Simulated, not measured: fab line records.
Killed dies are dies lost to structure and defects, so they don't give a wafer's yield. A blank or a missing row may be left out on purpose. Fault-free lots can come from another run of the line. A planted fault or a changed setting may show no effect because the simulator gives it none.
Problem report, 8D (eight disciplines) form, completed by code / flow gf180mcu / the parts of the form that need people (team, actions taken, sign-off) are left out

1. THE ISSUE
Mean of heaterPowerTotalW at GF_V4_PEB_12: 86.45 W across 6 wafers in 2 lots; on wafers with no fault it is 85.71 W (standard deviation 0.081). Relative to the usual mean, that is a shift of +9.1 standard deviations.
The step: peb time 90 s.
First seen on wafer L201.1, day 28 01:45, on lithoTrack-03. The record holds 18 wafers of 6 lots with a number at this step. Rule for "out" (also "out of limits"): further than 4 standard deviations from the usual mean. The other wafers with a number count as sound.

2. WHAT THIS IS AND IS NOT
question=which readings at this step | is=heaterPowerTotalW, plateTempC | is not=resistLineTempC
question=which lots | is=L201, L203 | is not=L193, L197, L208, L211
question=which wafers of those lots | is=all that have a number | is not=-
question=read on which tools | is=lithoTrack-03 | is not=lithoTrack-01, lithoTrack-04
question=when | is=from day 28 01:45 | is not=up to then (6 sound wafers); but 6 sound wafers of L208, L211 came after

3. SUSPECTS, AND WHAT RULES EACH OUT
Counting: a tool at a process step up to the reading stays a suspect if it ran every lot that is out and no sound lot after the first of them.
- cmp-02 at GF_V4_CMP_04 (polishes SiO2): ruled out as a lasting fault. The sound lots L208, L211 went through it after L201, its earliest lot that is out (day 27 06:11).
- lithoTrack-03 at GF_V4_PEB_12 (peb time 90 s): kept. All lots that are out passed through it, beginning with L201 at day 28 01:45, and no sound lot followed; its final sound lot before that point was L197 at day 27 00:47. Its own heaterPowerTotalW, plateTempC readings are out on those wafers.
Left after counting: lithoTrack-03 at GF_V4_PEB_12.

4. THE CAUSE (what the simulator had put in)
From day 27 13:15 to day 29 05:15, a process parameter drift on lithoTrack-03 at GF_V4_PEB_12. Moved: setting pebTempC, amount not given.
Only this tool survived the counting.

5. THE EFFECT CHAIN, in route order
Each row: a reading where the mean over the struck wafers with a number is more than 3 standard deviations away from the usual. Only readings whose record carries a usual standard deviation are examined. hours: median over the lots of the time between each lot's start at the first step of this table that gives one and its start at this step. sigmas: the change, counted in usual standard deviations.
hours=0; step=GF_V4_PEB_12; reading=heaterPowerTotalW; usual=85.71 W; on struck wafers=86.45; change=+0.74; sigmas=+9.1
hours=0; step=GF_V4_PEB_12; reading=plateTempC; usual=135.00 C; on struck wafers=135.93; change=+0.93; sigmas=+6.6
Its process steps:
- GF_V4_PEB_12: peb time 90 s.
Later measuring or inspecting steps at which every struck wafer that the step has a row for has a number for every such reading, and none has moved that far: GF_V4_CD_MEAS_14, GF_V4_OVL_MEAS_15.

6. WHAT WOULD HAVE CAUGHT IT SOONER
The fault began at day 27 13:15; the first out-of-limits reading in this record came at day 28 01:45, 12 hours later.
